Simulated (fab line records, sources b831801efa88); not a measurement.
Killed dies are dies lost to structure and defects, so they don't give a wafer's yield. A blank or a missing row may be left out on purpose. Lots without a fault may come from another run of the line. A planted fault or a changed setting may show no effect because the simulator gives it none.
Which tool did it? | flow sky130 | 15 lots, 45 wafers sampled, at 2 steps of a route of 708

WHAT THE GAUGES READ, wafer by wafer
SKY_CAP2M_THK_MEAS_01. Usual: CAP2M_CVD_00_THK 15.4 nm, standard deviation 0.3.
lot  | measured     | on            | CAP2M_CVD_00_THK (nm) | flag
L567 | day 39 15:16 | film_metro-03 | 15.0 15.2 15.5        |
L569 | day 39 20:53 | film_metro-04 | 15.1 14.9 15.1        |
L570 | day 40 14:33 | film_metro-04 | 15.1 15.3 15.4        |
L572 | day 41 12:28 | film_metro-04 | 15.7 15.5 15.7        |
L575 | day 42 17:35 | film_metro-03 | 14.9 15.3 15.2        |
L574 | day 42 19:32 | film_metro-03 | 15.5 16.0 15.7        |
L577 | day 42 20:06 | film_metro-03 | 15.1 15.2 15.2        |
L576 | day 42 20:25 | film_metro-03 | 15.2 16.0 15.7        |
L579 | day 43 06:56 | film_metro-04 | 15.3 15.1 15.3        |
L580 | day 43 08:53 | film_metro-01 | 15.7 15.2 15.8        |
L581 | day 43 15:55 | film_metro-04 | 15.8 15.7 15.6        |
L582 | day 43 20:52 | film_metro-01 | 16.1 15.8 15.6        |
L587 | day 45 06:13 | film_metro-01 | 15.0 15.5 15.0        |
L588 | day 45 08:55 | film_metro-03 | 15.1 15.4 15.6        |
L589 | day 45 10:37 | film_metro-03 | 14.9 15.3 15.2        |

SKY_VIA4_BOW_MEAS_03. Usual: VIA4_BOW 80 um, standard deviation 7.8.
lot  | measured     | on            | VIA4_BOW (um) | flag
L567 | day 41 17:25 | film_metro-03 | 88 86 86      |
L569 | day 41 23:23 | film_metro-02 | 72 94 74      |
L570 | day 42 16:04 | film_metro-03 | 63 84 76      |
L572 | day 43 12:39 | film_metro-03 | 77 101 85     |
L575 | day 44 16:52 | film_metro-03 | 79 70 75      |
L574 | day 44 18:46 | film_metro-03 | 77 90 84      |
L577 | day 44 19:32 | film_metro-03 | 76 92 76      |
L576 | day 44 19:46 | film_metro-02 | 84 86 84      |
L579 | day 45 05:39 | film_metro-02 | 70 78 64      |
L580 | day 45 08:21 | film_metro-01 | 76 77 82      |
L581 | day 45 14:06 | film_metro-01 | 79 74 66      |
L582 | day 45 19:22 | film_metro-02 | 96 80 93      |
L587 | day 47 00:39 | film_metro-03 | 85 74 80      |
L588 | day 47 03:56 | film_metro-03 | 88 87 86      |
L589 | day 47 05:58 | film_metro-02 | 79 65 69      |

WHICH TOOL RAN EACH LOT (tool, then ch and the chambers of the sampled wafers, then the start)
The record holds no process step before these readings.

WHAT THE TOOLS THEMSELVES READ (means of the sampled wafers that have a number; where no wafer has one, the mark that the record gives instead)
The record holds no such reading with a usual standard deviation.

THE ANSWER, worked out from the rows above alone
Rule: a lot is off if the mean of its wafers that have a number lies more than 3 standard deviations from the usual mean. A lot without any number at a reading at which 4 lots or more have one is off too. The other lots that the step has rows for count as sound. The gauges are gone through in route order, then the tools' own readings, and for those a lot's mean is taken as printed above. The first step at which some lot is off is used, and at that step the reading that is off furthest; a lot without a number counts as furthest.
No lot is off at any reading shown: from this, nothing can be told.

WHAT THE SIMULATOR HAD PUT IN
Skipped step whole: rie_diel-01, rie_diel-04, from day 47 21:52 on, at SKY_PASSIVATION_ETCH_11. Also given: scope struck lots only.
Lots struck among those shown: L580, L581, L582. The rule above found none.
